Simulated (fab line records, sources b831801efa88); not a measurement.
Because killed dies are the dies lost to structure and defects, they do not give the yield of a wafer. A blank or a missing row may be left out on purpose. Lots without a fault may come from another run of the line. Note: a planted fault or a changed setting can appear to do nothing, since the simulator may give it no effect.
One fault through the eyes of 2 desks || flow sky130 || every desk sees just its own numbers, and what lay behind them comes last

THE METROLOGY DESK
What the gauges read, lot by lot, whatever tool the lot ran on: means of the sampled wafers that have a number. If a lot's mean is further than 4 standard deviations from the usual mean, the lot is out of limits and carries the mark OUT (the distance appears in the brackets).
Columns: A = FIELD_ISO_OXIDATION_01_THK at SKY_FIELD_ISO_THK_MEAS_23, usual 10.06 nm; B = FIELD_ISO_CVD_24_THK at SKY_FIELD_ISO_THK_MEAS_25, usual 595 nm; C = NWELL_OXIDATION_THK at SKY_NWELL_THK_MEAS_02, usual 9.99 nm; D = DNWELL_TW at SKY_DNWELL_TW_MEAS_09, usual 1121; E = PWDE_OVL at SKY_PWDE_OVL_MEAS_07, usual 0.6 nm; F = PWDE_TW at SKY_PWDE_TW_MEAS_10, usual 373.0
{"lot": "L247", "first seen here": "day 2 23:20", "A": 10.06, "B": 584, "C": 10.13, "D": 1111, "E": 0.0, "F": 376.4}
{"lot": "L250", "first seen here": "day 2 23:20", "A": 10.07, "B": 596, "C": 10.24, "D": 1110, "E": -2.4, "F": 374.3}
{"lot": "L252", "first seen here": "day 3 13:44", "A": 10.03, "B": 599, "C": 9.89, "D": 1111, "E": 2.2, "F": 369.0}
{"lot": "L259", "first seen here": "day 4 21:54", "A": 9.98, "B": 598, "C": 9.91, "D": 1120, "E": 0.6, "F": 377.0}
{"lot": "L262", "first seen here": "day 5 13:10", "A": 10.26, "B": 598, "C": 10.31, "D": 1128, "E": 0.8, "F": 370.9}
{"lot": "L267", "first seen here": "day 6 17:26", "A": 9.87, "B": 598, "C": 10.23, "D": 1133, "E": -0.5, "F": 372.2}
This desk found nothing out of limits on any of the 6 lots.

FOR THE TOOL OWNER'S DESK: wet bench-04
The tool's own readings at SKY_FIELD_ISO_WET_ETCH_30 (etches SiO2 in dHF, target depth 25 nm, time 50 s): means of the sampled wafers that have a number, for each lot that ran on this tool. If a lot's mean is further than 4 standard deviations from the usual mean, the lot is out of limits and carries the mark OUT (the distance appears in the brackets).
Columns: A = run length s at SKY_FIELD_ISO_WET_ETCH_30, usual 78 s
{"lot": "L259", "first seen here": "day 5 00:25", "A": 77}
{"lot": "L262", "first seen here": "day 5 16:05", "A": "119 (+13) OUT"}
{"lot": "L267", "first seen here": "day 6 20:36", "A": "128 (+16) OUT"}
This desk finds L262, L267 out of limits, L262 being first, at day 5 16:05 (run length s at SKY_FIELD_ISO_WET_ETCH_30). In limits: L259.

TAKEN TOGETHER
At day 5 16:05, on L262, L267, the tool owner's desk was in a position to raise an alarm.
From the metrology desk's view, nothing was out of limits.
The metrology desk holds a record of L262, L267, inside its limits.
Of the lots named, all ran SKY_FIELD_ISO_WET_ETCH_30 on wet bench-04.

WHAT HAD BEEN PUT IN BY THE SIMULATOR
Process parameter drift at SKY_FIELD_ISO_WET_ETCH_30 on wet bench-04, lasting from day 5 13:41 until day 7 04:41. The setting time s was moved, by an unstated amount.
Lots struck among those shown: L262, L267.
Time in hours from fault onset to the first out-of-limits reading at each desk: the tool owner's desk, 2.
